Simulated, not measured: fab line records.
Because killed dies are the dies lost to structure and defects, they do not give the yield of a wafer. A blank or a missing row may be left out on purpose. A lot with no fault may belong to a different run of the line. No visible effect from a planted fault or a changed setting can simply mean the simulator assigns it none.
Which tool was responsible? :: flow gf180mcu :: 33 wafers from 11 lots sampled at 4 of the route's 602 steps

WHAT THE GAUGES READ, wafer by wafer
GF_M2_RS_MEAS_05: uses a four-point probe to measure.
lot: L866
measured: day 18 13:30
on: film-metro-03
M2_ALCU_RS (ohm/sq): 0.0690 0.0689 0.0695

lot: L868
measured: day 19 09:50
on: film-metro-01
M2_ALCU_RS (ohm/sq): 0.0689 0.0687 0.0698

lot: L870
measured: day 20 04:00
on: film-metro-01
M2_ALCU_RS (ohm/sq): 0.0687 0.0690 0.0690

lot: L873
measured: day 21 14:59
on: film-metro-04
M2_ALCU_RS (ohm/sq): 0.0691 0.0688 0.0691

lot: L876
measured: day 23 02:48
on: film-metro-01
M2_ALCU_RS (ohm/sq): 0.0687 0.0687 0.0690

lot: L878
measured: day 23 09:42
on: film-metro-01
M2_ALCU_RS (ohm/sq): 0.0700 0.0701 0.0804 0.0699 0.0702 0.0801

lot: L881
measured: day 24 04:06
on: film-metro-01
M2_ALCU_RS (ohm/sq): 0.0695 0.0694 0.0693

lot: L882
measured: day 24 08:58
on: film-metro-01
M2_ALCU_RS (ohm/sq): 0.0704 0.0702 0.0698

lot: L883
measured: day 25 02:32
on: film-metro-03
M2_ALCU_RS (ohm/sq): 0.0682 0.0687 0.0686

lot: L887
measured: day 26 02:32
on: film-metro-01
M2_ALCU_RS (ohm/sq): 0.0685 0.0693 0.0690

lot: L888
measured: day 26 03:51
on: film-metro-03
M2_ALCU_RS (ohm/sq): 0.0686 0.0691 0.0677

WHICH TOOL RAN EACH LOT (tool, then ch and the chambers of the sampled wafers, then the start)
lot: L866
GF_V1_CMP_04: cmp-02 ch 2,3, day 17 11:55
GF_V1_SPUTTER_21: pvd-sputter-03, day 18 12:34
GF_M2_SPUTTER_02: pvd-sputter-04, day 18 13:23

lot: L868
GF_V1_CMP_04: cmp-02 ch 0,1, day 18 07:25
GF_V1_SPUTTER_21: pvd-sputter-04, day 19 08:55
GF_M2_SPUTTER_02: pvd-sputter-03, day 19 09:44

lot: L870
GF_V1_CMP_04: cmp-02 ch 0,1,3, day 19 01:56
GF_V1_SPUTTER_21: pvd-sputter-04, day 20 03:05
GF_M2_SPUTTER_02: pvd-sputter-03, day 20 03:55

lot: L873
GF_V1_CMP_04: cmp-01 ch 0,1, day 20 12:35
GF_V1_SPUTTER_21: pvd-sputter-03, day 21 14:04
GF_M2_SPUTTER_02: pvd-sputter-04, day 21 14:53

lot: L876
GF_V1_CMP_04: cmp-01 ch 0,1, day 21 15:11
GF_V1_SPUTTER_21: pvd-sputter-03, day 22 15:54
GF_M2_SPUTTER_02: pvd-sputter-01, day 23 02:41

lot: L878
GF_V1_CMP_04: cmp-01 ch 1,2,3, day 22 09:41
GF_V1_SPUTTER_21: pvd-sputter-02, day 23 08:47
GF_M2_SPUTTER_02: pvd-sputter-03, day 23 09:37

lot: L881
GF_V1_CMP_04: cmp-02 ch 0,3, day 23 03:59
GF_V1_SPUTTER_21: pvd-sputter-03, day 24 03:10
GF_M2_SPUTTER_02: pvd-sputter-01, day 24 03:59

lot: L882
GF_V1_CMP_04: cmp-02 ch 0,1,3, day 23 08:09
GF_V1_SPUTTER_21: pvd-sputter-03, day 24 08:03
GF_M2_SPUTTER_02: pvd-sputter-01, day 24 08:52

lot: L883
GF_V1_CMP_04: cmp-02 ch 0,1, day 24 02:47
GF_V1_SPUTTER_21: pvd-sputter-02, day 25 01:36
GF_M2_SPUTTER_02: pvd-sputter-04, day 25 02:26

lot: L887
GF_V1_CMP_04: cmp-02 ch 0,2,3, day 25 02:58
GF_V1_SPUTTER_21: pvd-sputter-04, day 26 01:36
GF_M2_SPUTTER_02: pvd-sputter-04, day 26 02:25

lot: L888
GF_V1_CMP_04: cmp-02 ch 0,1,3, day 25 04:40
GF_V1_SPUTTER_21: pvd-sputter-04, day 26 02:49
GF_M2_SPUTTER_02: pvd-sputter-04, day 26 03:44
- GF_V1_CMP_04: polishes SiO2.
- GF_V1_SPUTTER_21: material Ti, target thk 15 nm, time 80.02 s.
- GF_M2_SPUTTER_02: material AlCu, target thk 450 nm, time 23.9 s.

THE ANSWER, worked out from the rows above alone
Rule: the lots themselves supply what counts as usual. Put in order of their means at a reading, lots are off if they are a third of the lots or fewer, leave a main group of 4 or more, and stand apart from it by a gap of 3 or more times the standard deviation of the main group's means; of several such gaps the widest counts. A main group is skipped when, at the precision printed for the reading in the tables above, its means are all equal. Also off: a lot with no number at a reading for which 4 or more lots have one. The other lots that the step has rows for count as sound.
Off: L878, seen at GF_M2_RS_MEAS_05 (M2_ALCU_RS). For the main group the mean is 0.0690 ohm/sq and the standard deviation 0.00045.
A tool fits if, at a process step before that reading, it ran every lot that is off, and no sound lot after the first of them. The gauges at GF_M2_RS_MEAS_05 are tried like those tools. Undecided on this evidence; 2 tools fit (cmp-01 at GF_V1_CMP_04, pvd-sputter-03 at GF_M2_SPUTTER_02).

WHAT THE SIMULATOR PUT IN
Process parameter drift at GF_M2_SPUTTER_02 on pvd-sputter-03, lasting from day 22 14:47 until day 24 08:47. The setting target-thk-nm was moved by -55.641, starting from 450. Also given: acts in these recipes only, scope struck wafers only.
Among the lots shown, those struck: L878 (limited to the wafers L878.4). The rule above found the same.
